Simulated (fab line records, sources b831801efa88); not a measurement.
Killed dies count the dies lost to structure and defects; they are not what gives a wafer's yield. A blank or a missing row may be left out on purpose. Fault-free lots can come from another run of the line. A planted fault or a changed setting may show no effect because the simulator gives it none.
What tool caused it? | flow gf180mcu | 12 lots with 36 wafers sampled at 2 steps, on a route of 602 steps

## WHAT THE GAUGES READ, wafer by wafer
GF_M2_CD_MEAS_14 targets a cd of 280 nm.
lot  | measured     | on        | cd_nm (nm)
L075 | day 19 11:17 | cd_sem-02 | 280.5 280.9 280.2
L077 | day 20 10:41 | cd_sem-01 | 279.9 279.5 280.3
L079 | day 21 03:43 | cd_sem-02 | 280.7 278.6 279.4
L081 | day 21 20:08 | cd_sem-02 | 279.9 279.4 279.6
L083 | day 22 16:07 | cd_sem-01 | 281.4 279.7 280.7
L085 | day 23 12:26 | cd_sem-01 | 280.9 280.6 280.7
L087 | day 24 06:58 | cd_sem-01 | 278.9 278.5 279.2
L089 | day 24 18:01 | cd_sem-02 | 278.3 277.2 278.4
L091 | day 25 05:40 | cd_sem-01 | 280.6 280.1 281.4
L093 | day 25 19:34 | cd_sem-02 | 280.1 280.5 280.1
L095 | day 26 06:08 | cd_sem-01 | 276.8 276.1 278.3
L097 | day 27 00:04 | cd_sem-02 | 280.2 280.2 280.5

## EACH LOT AND THE TOOL THAT RAN IT (in order: tool; ch and the chambers of the sampled wafers; start)
lot  | GF_M2_SPUTTER_04
L075 | pvd_sputter-03, day 18 11:35
L077 | pvd_sputter-03, day 19 10:26
L079 | pvd_sputter-03, day 20 03:46
L081 | pvd_sputter-04, day 20 19:55
L083 | pvd_sputter-02, day 21 16:48
L085 | pvd_sputter-03, day 22 13:38
L087 | pvd_sputter-04, day 23 08:35
L089 | pvd_sputter-04, day 23 20:17
L091 | pvd_sputter-04, day 24 08:14
L093 | pvd_sputter-03, day 24 22:32
L095 | pvd_sputter-04, day 25 08:38
L097 | pvd_sputter-04, day 26 03:32
- GF_M2_SPUTTER_04: material TiN, target thk 50 nm, time 41.7 s.

## THE ANSWER, worked out from the rows above alone
Rule: what is usual is taken from the lots themselves. Put in order of their means at a reading, lots are off if they are a third of the lots or fewer, leave a main group of 4 or more, and stand apart from it by a gap of 3 or more times the standard deviation of the main group's means; of several such gaps the widest counts. A main group is skipped when, at the precision printed for the reading in the tables above, its means are all equal. A lot without any number at a reading at which 4 lots or more have one is off too. All remaining lots with rows at the step are treated as sound.
None of the lots is off at any reading shown; this tells nothing.

## WHAT WAS PUT IN BY THE SIMULATOR
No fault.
